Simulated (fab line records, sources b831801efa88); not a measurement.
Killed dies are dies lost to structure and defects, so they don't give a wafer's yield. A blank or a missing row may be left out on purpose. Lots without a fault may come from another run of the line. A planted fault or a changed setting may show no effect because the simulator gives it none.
Which tool did it? | flow gf180mcu | 7 lots, 21 wafers sampled, at 1 step of a route of 602

WHAT THE GAUGES READ, wafer by wafer
GF_V2_BOW_MEAS_05.
lot  | measured     | on            | V2_BOW (um)
L816 | day 19 18:50 | film_metro-03 | 113 105 100
L820 | day 21 10:01 | film_metro-03 | 109 96 100
L823 | day 22 09:32 | film_metro-01 | 89 84 86
L825 | day 23 04:08 | film_metro-03 | 99 99 102
L830 | day 24 18:03 | film_metro-01 | 96 93 100
L835 | day 26 08:14 | film_metro-03 | 106 110 98
L837 | day 26 18:41 | film_metro-03 | 87 86 95

WHICH TOOL RAN EACH LOT (tool, then ch and the chambers of the sampled wafers, then the start)
The record holds no process step before these readings.

THE ANSWER, worked out from the rows above alone
Rule: what is usual is taken from the lots themselves. Put in order of their means at a reading, lots are off if they are a third of the lots or fewer, leave a main group of 4 or more, and stand apart from it by a gap of 3 or more times the standard deviation of the main group's means; of several such gaps the widest counts. A main group whose means are all the same, to the digits that the tables above print for the reading, isn't used. A lot without any number at a reading at which 4 lots or more have one is off too. The other lots that the step has rows for count as sound.
No lot is off at any reading shown: from this, nothing can be told.

WHAT THE SIMULATOR HAD PUT IN
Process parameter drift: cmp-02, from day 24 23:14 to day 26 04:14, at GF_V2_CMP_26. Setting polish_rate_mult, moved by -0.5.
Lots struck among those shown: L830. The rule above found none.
